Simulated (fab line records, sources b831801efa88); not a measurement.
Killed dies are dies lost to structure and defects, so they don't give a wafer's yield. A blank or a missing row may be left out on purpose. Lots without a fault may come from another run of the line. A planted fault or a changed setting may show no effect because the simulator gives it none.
A struck lot beside a sound one | flow sky130 | 38 steps out of a route of 708
Sound: wafers L973.1, L973.3, L973.5. Struck: wafer L966.6. (L966.2, L966.5 of the same lot were not struck and are left out.) The cause comes at the end.
At each step with rows: each side's tool, then ch and its chambers, then its first start. Under that, the readings that differ: sound wafers | struck wafers | difference of the means | sigmas: that difference in standard deviations of wafers without a fault.
alike: readings whose means differ by less than 2 such deviations, and words and numbers that are the same on both sides. not compared: withheld readings, readings that some wafer has no value for, bounds like >300 that may hide the same value, and numbers for which the record gives no deviation and whose values overlap.
The two part at a step that has a row with sigmas, a row that says differs or no value, or rows on one side only. Numbers that don't overlap but have no deviation are shown without sigmas and don't part them. A reading that every wafer of one side lacks parts them only if that side has two wafers or more.

first, 9 steps without rows for these wafers: SKY_VIA2_SPUTTER_20 (material TiN, target thk 20 nm, time 80 s); SKY_VIA2_CVD_21 (deposits W, target thk 420 nm, time 126.4 s); SKY_VIA2_CMP_24 (polishes, stops on SiO2, t overpolish 20 s, target thk 0 nm); SKY_METAL3_SPUTTER_00 (material Ti, target thk 15 nm, time 10 s); SKY_METAL3_SPUTTER_01 (material TiN, target thk 20 nm, time 16.7 s); SKY_METAL3_SPUTTER_02 (material AlCu, target thk 735 nm, time 39.1 s); SKY_METAL3_SPUTTER_03 (material Ti, target thk 5 nm, time 3.3 s); SKY_METAL3_SPUTTER_04 (material TiN, target thk 70 nm, time 58.3 s); SKY_CAPM_CVD_00 (deposits SiO2, target thk 15.5 nm).
SKY_CAPM_SPUTTER_02: material TiN, target thk 200 nm, time 166.7 s.
  sound on pvd_sputter-04, day 42 13:25; struck on pvd_sputter-03, day 40 20:25
  reading                                  | sound             | struck | difference | sigmas
  throttle_valve_pct (%)                   | 29.6 31.0 31.2    | 27.1   | -3.5       | -4
  model.TiN_of_CAPM_SPUTTER_02.thk_nm (nm) | 202.2 205.5 204.5 | 140.4  | -63.7      |
  alike: cathode_dc_power_W, chamber_pressure_pa
SKY_CAPM_RS_MEAS_03: measures by four-point-probe.
  sound on film_metro-04, day 42 13:32; struck on film_metro-04, day 40 20:33
  reading              | sound          | struck | difference | sigmas
  CAPM_TIN_RS (ohm/sq) | 6.83 6.71 6.74 | 9.92   | +3.16      | +54
SKY_CAPM_THK_MEAS_04: measures by xrf.
  sound on film_metro-04, day 42 13:39; struck on film_metro-04, day 40 20:40
  reading           | sound             | struck | difference | sigmas
  CAPM_TIN_THK (nm) | 201.6 205.7 203.6 | 140.5  | -63.1      | -35
then, 7 steps without rows for these wafers: SKY_CAPM_DEHYDRATE_05 (time 60 s); SKY_CAPM_HMDS_06 (prime time 60 s); SKY_CAPM_COAT_07 (resist thk 1140 nm); SKY_CAPM_SOFTBAKE_08 (time 60 s); SKY_CAPM_EXPOSE_09 (exposes mask CAPM, target cd 1000 nm); SKY_CAPM_PEB_10; SKY_CAPM_DEVELOP_11 (develop time 60 s).
SKY_CAPM_METAL_ETCH_13: etches TiN in Cl2/BCl3, stops on SiO2, target depth 220 nm, time 62.9 s.
  sound on rie_metal-03 ch 0, day 43 12:40; struck on rie_metal-03 ch 1, day 41 19:37
  reading                | sound                | struck | difference | sigmas
  oes_product_au (a.u.)  | 0.943 0.949 0.952    | 0.774  | -0.174     | -29
  throttle_valve_pct (%) | 21.906 21.891 21.889 | 22.016 | +0.121     | +13
  alike: drypump_motor_current_A, mfc_cl2_sccm, rf_fwd_power_W
  not compared: rf_hours_counter_h
then, 16 steps without rows for these wafers: SKY_CAPM_STRIP_14 (strips in O2/N2); SKY_CAPM_STRIP_15 (strips in post etch residue remover, time 1200 s); SKY_CAPM_CLEAN_16 (cleans in IPA, time 180 s); SKY_CAPM_CLEAN_17 (cleans in O3/DIW); SKY_METAL3_DEHYDRATE_05 (time 60 s); SKY_METAL3_HMDS_06 (prime time 60 s); SKY_METAL3_COAT_07 (resist thk 60 nm); SKY_METAL3_COAT_08 (resist thk 1140 nm); SKY_METAL3_SOFTBAKE_09 (time 90 s); SKY_METAL3_EXPOSE_10 (exposes mask MM3, target cd 300 nm); SKY_METAL3_PEB_11; SKY_METAL3_DEVELOP_12 (develop time 60 s); SKY_METAL3_DESCUM_15 (chemistry O2, time 8 s); SKY_METAL3_ETCH_16 (etches BARC in N2/H2, stops on SiO2, time 88.2 s, target depth 60 nm); SKY_METAL3_ETCH_17 (etches SiO2 in C4F8/O2/Ar, stops on TiN, time 3.9 s, target depth 15 nm); SKY_METAL3_METAL_ETCH_18 (etches the open film in Cl2/BCl3, stops on SiO2, target depth 845 nm, time 183.1 s).
SKY_METAL3_STRIP_20: strips in post etch residue remover, time 1200 s.
  sound on wet_bench-04 ch 0, day 44 12:37; struck on wet_bench-01 ch 3, day 42 19:28
  reading                                  | sound             | struck | difference | sigmas
  model.TiN_of_CAPM_SPUTTER_02.thk_nm (nm) | 201.4 204.7 203.6 | 139.6  | -63.6      |
-- the record jumps here: 7 days lie between the struck wafers' starts before and after (it left off in module METAL3 and takes up again in module PAD_OPEN, whose first step shown is number 708 of the route) --
SKY_PAD_OPEN_PROBE_99:
  sound on prober-01, day 50 14:23; struck on prober-02, day 49 08:14
  reading                              | sound               | struck | difference | sigmas
  killed_open                          | 39 54 47            | 32     | -15        | -2
  model.etest.cap_mim.plate_ohm_sq     | 5.963 5.848 5.881   | 8.523  | +2.626     |
  model.etest.cap_mim.bv_v (V)         | 14.29 14.05 13.8    | 12.58  | -1.47      |
  model.etest.cap_mim.leak_log10_a_cm2 | -9.095 -9.199 -9.23 | -8.346 | +0.829     |
  alike: defect_limited_yield, killed_at_M0_to_M3, killed_at_M4_up, killed_at_contacts, killed_at_front_end, killed_at_other, killed_dies, killed_short, sort_bin_3_pad_short, sort_bin_5_function, sort_bin_6_memory, sort_n_pass, sort_yield_pct

WHERE THEY PART
First at SKY_CAPM_SPUTTER_02; last, within this record, at SKY_PAD_OPEN_PROBE_99.

WHY: what the simulator had put in
Process parameter drift: pvd_sputter-03, from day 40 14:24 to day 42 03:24, at SKY_CAPM_SPUTTER_02. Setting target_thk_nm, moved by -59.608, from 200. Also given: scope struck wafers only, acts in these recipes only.
